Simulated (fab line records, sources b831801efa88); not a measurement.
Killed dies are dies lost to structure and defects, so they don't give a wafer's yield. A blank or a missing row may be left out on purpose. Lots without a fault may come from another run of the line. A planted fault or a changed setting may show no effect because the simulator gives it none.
Which tool did it? | flow gf180mcu | 12 lots, 36 wafers sampled, at 6 steps of a route of 602

WHAT THE GAUGES READ, wafer by wafer
GF_LVPWELL_TW_MEAS_11.
lot  | measured    | on            | LVPWELL_TW
L844 | day 4 07:26 | film_metro-01 | 556 559 560
L845 | day 4 09:35 | film_metro-02 | 564 563 565
L846 | day 4 13:53 | film_metro-01 | 558 555 558
L848 | day 5 00:00 | film_metro-01 | 559 561 562
L849 | day 5 05:38 | film_metro-02 | 568 567 569
L850 | day 5 13:11 | film_metro-03 | 563 561 562
L852 | day 5 23:32 | film_metro-02 | 570 567 566
L859 | day 7 14:59 | film_metro-02 | 581 582 580
L860 | day 7 20:13 | film_metro-01 | 575 581 579
L862 | day 8 07:22 | film_metro-03 | 564 561 564
L863 | day 8 12:41 | film_metro-02 | 570 569 568
L866 | day 9 05:07 | film_metro-02 | 565 563 569

GF_VT_IMPLANT_OVL_MEAS_18.
lot  | measured     | on         | VT_IMPLANT_01_OVL (nm)
L844 | day 6 17:55  | overlay-01 | 0.4 -0.3 0.7
L845 | day 6 18:47  | overlay-02 | -0.3 -0.3 1.0
L846 | day 7 00:30  | overlay-01 | 3.0 2.0 3.2
L848 | day 7 11:01  | overlay-02 | 1.3 1.0 0.9
L849 | day 7 18:05  | overlay-02 | -0.8 -0.7 -2.1
L850 | day 8 01:42  | overlay-01 | 1.2 1.1 1.3
L852 | day 8 13:08  | overlay-01 | -1.5 -0.3 0.1
L859 | day 10 10:47 | overlay-01 | -0.1 -0.9 -0.1
L860 | day 10 15:39 | overlay-01 | 1.2 2.0 1.4
L862 | day 11 04:56 | overlay-01 | 2.3 2.2 1.3
L863 | day 11 10:35 | overlay-01 | 1.7 0.8 1.7
L866 | day 12 05:21 | overlay-01 | 1.5 1.3 3.4

GF_VT_IMPLANT_RS_MEAS_48: measures by four-point-probe.
lot  | measured     | on            | LVPWELL_RS (ohm/sq)
L844 | day 8 01:39  | film_metro-03 | 1198 1197 1195
L845 | day 8 03:23  | film_metro-02 | 1198 1194 1196
L846 | day 8 09:12  | film_metro-01 | 1198 1199 1198
L848 | day 8 20:01  | film_metro-02 | 1195 1199 1193
L849 | day 9 03:50  | film_metro-01 | 1206 1200 1206
L850 | day 9 11:47  | film_metro-03 | 1198 1196 1197
L852 | day 10 00:17 | film_metro-02 | 1191 1197 1196
L859 | day 12 00:26 | film_metro-01 | 1125 1126 1123
L860 | day 12 05:26 | film_metro-01 | 1127 1128 1128
L862 | day 12 20:26 | film_metro-01 | 1196 1193 1193
L863 | day 13 01:38 | film_metro-03 | 1191 1191 1195
L866 | day 13 21:50 | film_metro-02 | 1195 1194 1196

GF_POLY_GATE_CD_MEAS_18.
lot  | measured     | on        | cd_nm (nm)
L844 | day 9 18:24  | cd_sem-01 | 278.4 278.9 278.9
L845 | day 9 21:37  | cd_sem-01 | 281.3 279.4 279.4
L846 | day 10 04:18 | cd_sem-02 | 279.3 277.1 279.6
L848 | day 10 14:46 | cd_sem-01 | 280.7 279.4 280.2
L849 | day 10 21:13 | cd_sem-02 | 281.9 277.6 278.6
L850 | day 11 07:49 | cd_sem-01 | 281.9 281.3 280.5
L852 | day 11 21:19 | cd_sem-01 | 280.5 280.1 279.1
L859 | day 14 00:49 | cd_sem-02 | 279.8 280.8 280.1
L860 | day 14 06:28 | cd_sem-01 | 279.5 280.2 280.8
L862 | day 15 00:31 | cd_sem-02 | 281.0 281.8 280.7
L863 | day 15 03:35 | cd_sem-02 | 280.3 279.6 279.3
L866 | day 15 23:34 | cd_sem-02 | 279.1 279.6 280.6

WHICH TOOL RAN EACH LOT (tool, then ch and the chambers of the sampled wafers, then the start)
lot  | GF_STI_STRIP_15                     | GF_LVPWELL_IMPLANT_08
L844 | plasma_asher-01 ch 0,1, day 2 10:35 | implanter-02 ch 0, day 4 07:03
L845 | plasma_asher-01 ch 0,1, day 2 13:53 | implanter-04 ch 0, day 4 09:11
L846 | plasma_asher-03 ch 0,1, day 2 17:23 | implanter-01 ch 0, day 4 13:31
L848 | plasma_asher-04 ch 0,1, day 3 03:33 | implanter-04 ch 0, day 4 23:38
L849 | plasma_asher-03 ch 0,1, day 3 07:46 | implanter-01 ch 0, day 5 05:14
L850 | plasma_asher-01 ch 0,1, day 3 14:50 | implanter-04 ch 0, day 5 12:47
L852 | plasma_asher-01 ch 0,1, day 4 00:07 | implanter-02 ch 0, day 5 23:08
L859 | plasma_asher-01 ch 0,1, day 5 12:16 | implanter-02 ch 0, day 7 14:35
L860 | plasma_asher-01 ch 0,1, day 5 17:14 | implanter-02 ch 0, day 7 19:49
L862 | plasma_asher-01 ch 1, day 6 03:28   | implanter-01 ch 0, day 8 06:58
L863 | plasma_asher-03 ch 0,1, day 6 08:22 | implanter-01 ch 0, day 8 12:17
L866 | plasma_asher-03 ch 0,1, day 6 23:34 | implanter-01 ch 0, day 9 04:43
- GF_STI_STRIP_15: strips in O2/N2.
- GF_LVPWELL_IMPLANT_08

WHAT THE TOOLS THEMSELVES READ (means of the sampled wafers that have a number; where no wafer has one, the mark that the record gives instead)
GF_STI_STRIP_15.
lot  | tool            | drypump_motor_current_A (A) | heater_power_w (W) | oes_product_au (a.u.) | strip_time_to_endpoint_s (s)
L844 | plasma_asher-01 | 5.3                         | 342                | 0.387                 | 3.73
L845 | plasma_asher-01 | 5.2                         | 324                | 0.384                 | 3.72
L846 | plasma_asher-03 | 5.9                         | 359                | 0.389                 | 3.83
L848 | plasma_asher-04 | 5.0                         | 364                | 0.385                 | 3.73
L849 | plasma_asher-03 | 5.9                         | 360                | 0.382                 | 3.73
L850 | plasma_asher-01 | 5.2                         | 324                | 0.384                 | 3.72
L852 | plasma_asher-01 | 5.3                         | 343                | 0.380                 | 3.74
L859 | plasma_asher-01 | 5.2                         | 319                | 0.387                 | 3.74
L860 | plasma_asher-01 | 5.2                         | 314                | 0.385                 | 3.69
L862 | plasma_asher-01 | 5.4                         | 369                | 0.387                 | 3.71
L863 | plasma_asher-03 | 5.6                         | 351                | 0.382                 | 3.72
L866 | plasma_asher-03 | 5.7                         | 351                | 0.385                 | 3.73

GF_LVPWELL_IMPLANT_08.
lot  | tool         | dose_ions_cm2 | faraday_current_uA
L844 | implanter-02 | 1.4979e+13    | 86.2
L845 | implanter-04 | 1.5013e+13    | 84.5
L846 | implanter-01 | 1.4983e+13    | 84.6
L848 | implanter-04 | 1.5006e+13    | 84.8
L849 | implanter-01 | 1.5000e+13    | 83.9
L850 | implanter-04 | 1.5003e+13    | 85.6
L852 | implanter-02 | 1.4987e+13    | 84.1
L859 | implanter-02 | 1.6913e+13    | 96.6
L860 | implanter-02 | 1.6906e+13    | 95.9
L862 | implanter-01 | 1.5002e+13    | 84.7
L863 | implanter-01 | 1.5003e+13    | 84.3
L866 | implanter-01 | 1.5004e+13    | 84.2

THE ANSWER, worked out from the rows above alone
Rule: what is usual is taken from the lots themselves. Put in order of their means at a reading, lots are off if they are a third of the lots or fewer, leave a main group of 4 or more, and stand apart from it by a gap of 3 or more times the standard deviation of the main group's means; of several such gaps the widest counts. A main group whose means are all the same, to the digits that the tables above print for the reading, isn't used. A lot without any number at a reading at which 4 lots or more have one is off too. The other lots that the step has rows for count as sound. The gauges are gone through in route order, then the tools' own readings, and for those a lot's mean is taken as printed above. The first step at which some lot is off is used, and at that step the reading that is off furthest; a lot without a number counts as furthest.
Off: L859, L860, at GF_VT_IMPLANT_RS_MEAS_48 (LVPWELL_RS). The main group: mean 1196 ohm/sq, standard deviation 3.
A tool fits if, at a process step before that reading, it ran every lot that is off, and no sound lot after the first of them. The gauges at GF_VT_IMPLANT_RS_MEAS_48 aren't tried: what is off there is off at GF_LVPWELL_IMPLANT_08 too, on other tools, and a gauge's error can't cause that. One fits: implanter-02 at GF_LVPWELL_IMPLANT_08. Its last sound lot is L852 (day 5 23:08), its first lot that is off L859 (day 7 14:35): a fault that began between those two fits.
The tool's own readings at GF_LVPWELL_IMPLANT_08 bear it out: on the lots that are off they differ by more than 5 times the standard deviation of the sound lots' means. dose_ions_cm2 reads 1.6910e+13 there against 1.4998e+13 on the sound lots; faraday_current_uA reads 96.2 there against 84.7 on the sound lots.

WHAT THE SIMULATOR HAD PUT IN
Process parameter drift: implanter-02, from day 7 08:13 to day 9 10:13, at GF_LVPWELL_IMPLANT_08. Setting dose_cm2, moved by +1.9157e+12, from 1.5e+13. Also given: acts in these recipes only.
Lots struck among those shown: L859, L860. The rule above found the same.
